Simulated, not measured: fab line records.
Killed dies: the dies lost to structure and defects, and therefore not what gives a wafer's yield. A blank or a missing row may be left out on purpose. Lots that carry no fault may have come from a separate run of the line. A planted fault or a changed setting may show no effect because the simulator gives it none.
Which tool did it? / flow sfq line / at 1 step of a route of 325, 14 lots with 42 wafers sampled

## WHAT THE GAUGES SHOWED, per wafer
The record holds no reading of a measuring or inspecting step that can be judged against a usual standard deviation.

## WHICH TOOL RAN EACH LOT (tool, then ch and the chambers of the sampled wafers, then the start)
lot=L261; SFQ_TRILAYER_M0_BARC_OPEN_METAL_ETCH_031=rie metal-01 ch 0,1, day 8 08:53
lot=L262; SFQ_TRILAYER_M0_BARC_OPEN_METAL_ETCH_031=rie metal-01 ch 0,1, day 8 12:29
lot=L263; SFQ_TRILAYER_M0_BARC_OPEN_METAL_ETCH_031=rie metal-02 ch 0,1, day 8 13:41
lot=L264; SFQ_TRILAYER_M0_BARC_OPEN_METAL_ETCH_031=rie metal-02 ch 0,1, day 8 22:05
lot=L265; SFQ_TRILAYER_M0_BARC_OPEN_METAL_ETCH_031=rie metal-02 ch 0,1, day 9 04:05
lot=L266; SFQ_TRILAYER_M0_BARC_OPEN_METAL_ETCH_031=rie metal-01 ch 0,1, day 9 08:41
lot=L267; SFQ_TRILAYER_M0_BARC_OPEN_METAL_ETCH_031=rie metal-03 ch 0,1, day 9 14:41
lot=L268; SFQ_TRILAYER_M0_BARC_OPEN_METAL_ETCH_031=rie metal-01 ch 0,1, day 10 01:29
lot=L269; SFQ_TRILAYER_M0_BARC_OPEN_METAL_ETCH_031=rie metal-03 ch 0,1, day 11 00:34
lot=L270; SFQ_TRILAYER_M0_BARC_OPEN_METAL_ETCH_031=rie metal-01 ch 0,1, day 14 14:52
lot=L271; SFQ_TRILAYER_M0_BARC_OPEN_METAL_ETCH_031=rie metal-02 ch 0,1, day 15 02:52
lot=L272; SFQ_TRILAYER_M0_BARC_OPEN_METAL_ETCH_031=rie metal-02 ch 0, day 15 08:50
lot=L273; SFQ_TRILAYER_M0_BARC_OPEN_METAL_ETCH_031=rie metal-01 ch 0,1, day 15 16:02
lot=L274; SFQ_TRILAYER_M0_BARC_OPEN_METAL_ETCH_031=rie metal-03 ch 0,1, day 16 00:28
- SFQ_TRILAYER_M0_BARC_OPEN_METAL_ETCH_031: etches BARC in O2, target depth 125 nm, time 41.7 s.

## AS READ BY THE TOOLS THEMSELVES (means over the sampled wafers that have a number; for cases with no such wafer, the mark the record gives instead)
SFQ_TRILAYER_M0_BARC_OPEN_METAL_ETCH_031.
lot=L261; tool=rie metal-01; drypump motor current A (A)=6.16; oes product au (a.u.)=0.686; run length s (s)=70.3
lot=L262; tool=rie metal-01; drypump motor current A (A)=6.24; oes product au (a.u.)=0.687; run length s (s)=70.2
lot=L263; tool=rie metal-02; drypump motor current A (A)=5.72; oes product au (a.u.)=0.683; run length s (s)=70.0
lot=L264; tool=rie metal-02; drypump motor current A (A)=5.67; oes product au (a.u.)=0.688; run length s (s)=69.7
lot=L265; tool=rie metal-02; drypump motor current A (A)=5.71; oes product au (a.u.)=0.685; run length s (s)=70.0
lot=L266; tool=rie metal-01; drypump motor current A (A)=6.24; oes product au (a.u.)=0.684; run length s (s)=70.5
lot=L267; tool=rie metal-03; drypump motor current A (A)=5.92; oes product au (a.u.)=0.685; run length s (s)=69.9
lot=L268; tool=rie metal-01; drypump motor current A (A)=6.19; oes product au (a.u.)=0.684; run length s (s)=70.3
lot=L269; tool=rie metal-03; drypump motor current A (A)=5.94; oes product au (a.u.)=0.680; run length s (s)=70.1
lot=L270; tool=rie metal-01; drypump motor current A (A)=6.26; oes product au (a.u.)=0.684; run length s (s)=70.6
lot=L271; tool=rie metal-02; drypump motor current A (A)=5.69; oes product au (a.u.)=0.819; run length s (s)=60.3
lot=L272; tool=rie metal-02; drypump motor current A (A)=5.64; oes product au (a.u.)=0.821; run length s (s)=60.7
lot=L273; tool=rie metal-01; drypump motor current A (A)=6.19; oes product au (a.u.)=0.815; run length s (s)=60.6
lot=L274; tool=rie metal-03; drypump motor current A (A)=5.95; oes product au (a.u.)=0.817; run length s (s)=60.6

## THE ANSWER, worked out from the rows above alone
Rule: usual is defined by the lots themselves. Put in order of their means at a reading, lots are off if they are a third of the lots or fewer, leave a main group of 4 or more, and stand apart from it by a gap of 3 or more times the standard deviation of the main group's means; of several such gaps the widest counts. A main group whose means are all the same, to the digits that the tables above print for the reading, isn't used. Also off: a lot with no number at a reading for which 4 or more lots have one. All remaining lots with rows at the step are treated as sound. After the gauges, taken in route order, come the tools' own readings; for these a lot's mean is taken, as printed above. At the first step where some lot is off, the reading lying furthest off is the one used; lots without a number count as furthest.
Off: L271, L272, L273, L274 (SFQ_TRILAYER_M0_BARC_OPEN_METAL_ETCH_031, oes product au). The main group has a mean of 0.685 a.u. with a standard deviation of 0.0021.
If a tool, at that step or one of the process steps before it, ran each lot that is off and ran no sound lot following the first of them, it fits. None of those tried fits.

## WHAT THE SIMULATOR HAD PUT IN
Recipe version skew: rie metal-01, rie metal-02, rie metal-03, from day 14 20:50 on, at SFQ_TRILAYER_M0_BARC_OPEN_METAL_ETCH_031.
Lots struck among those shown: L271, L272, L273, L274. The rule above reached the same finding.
